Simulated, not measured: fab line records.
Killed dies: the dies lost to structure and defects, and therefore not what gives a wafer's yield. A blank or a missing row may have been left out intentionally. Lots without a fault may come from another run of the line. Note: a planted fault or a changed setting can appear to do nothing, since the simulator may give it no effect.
Problem report in the 8D (eight disciplines) form, filled by code / flow sky130 / the parts of the form that need people (team, actions taken, sign-off) are left out

== 1. THE ISSUE ==
developer temp C at SKY_VIA4_DEVELOP_10 reads a mean of 25.37 C on 6 wafers of 2 lots; wafers without a fault read 23.01 C with a standard deviation of 0.11. Relative to the usual mean, that is a shift of +21 standard deviations.
The step: develop time 60 s.
Seen first at day 45 18:37 on litho track-01, wafer L237.1. Wafers with a number at this step in the record: 18, from 6 lots. The rule behind "out" and "out of limits": a value lying over 4 standard deviations away from the usual mean. All remaining wafers that have a number are taken as sound.

== 2. WHAT IT IS; WHAT IT IS NOT ==
question=which readings at this step | is=developer temp C | is not=-
question=which lots | is=L237, L238 | is not=L227, L231, L246, L248
question=which wafers of those lots | is=all that have a number | is not=-
question=read on which tools | is=litho track-01 | is not=litho track-02, litho track-04
question=when | is=from day 45 18:37 | is not=up to then (6 sound wafers); but 6 sound wafers of L246, L248 came after

== 3. THE SUSPECTS, EACH WITH WHAT RULES IT OUT ==
Counting: any tool at a process step up to the reading is kept as a suspect provided that every lot that is out went through it and no sound lot did after the first of them.
- litho track-01 at SKY_VIA4_DEVELOP_10 (develop time 60 s): kept. Every lot that is out went through it, starting with L237 (day 45 18:37), and after that it ran no sound lot; the last sound lot it ran before then is L227 (day 43 05:16). Its own developer temp C readings are out on those wafers.
Left after counting: litho track-01 at SKY_VIA4_DEVELOP_10.

== 4. THE CAUSE (what the simulator had put in) ==
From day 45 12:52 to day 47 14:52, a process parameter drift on litho track-01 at SKY_VIA4_DEVELOP_10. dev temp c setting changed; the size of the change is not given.
This tool alone remained once counting was done.

== 5. SEQUENCE OF EFFECTS, ordered by route ==
Each row: a reading where the mean over the struck wafers with a number is more than 3 standard deviations away from the usual. Only readings whose record carries a usual standard deviation are examined. hours: median over the lots of the time between each lot's start at the first step of this table that gives one and its start at this step. sigmas: the change, counted in usual standard deviations.
hours=0; step=SKY_VIA4_DEVELOP_10; reading=developer temp C; usual=23.01 C; on struck wafers=25.37; change=+2.36; sigmas=+21
Here are the process steps it includes:
- SKY_VIA4_DEVELOP_10: develop time 60 s.
Later measuring or inspecting steps at which every struck wafer that the step has a row for has a number for every such reading, and none has moved that far: SKY_VIA4_OVL_MEAS_11.

== 6. HOW IT WOULD HAVE BEEN CAUGHT EARLIER ==
The fault began at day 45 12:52; the first out-of-limits reading in this record came at day 45 18:37, 6 hours later.
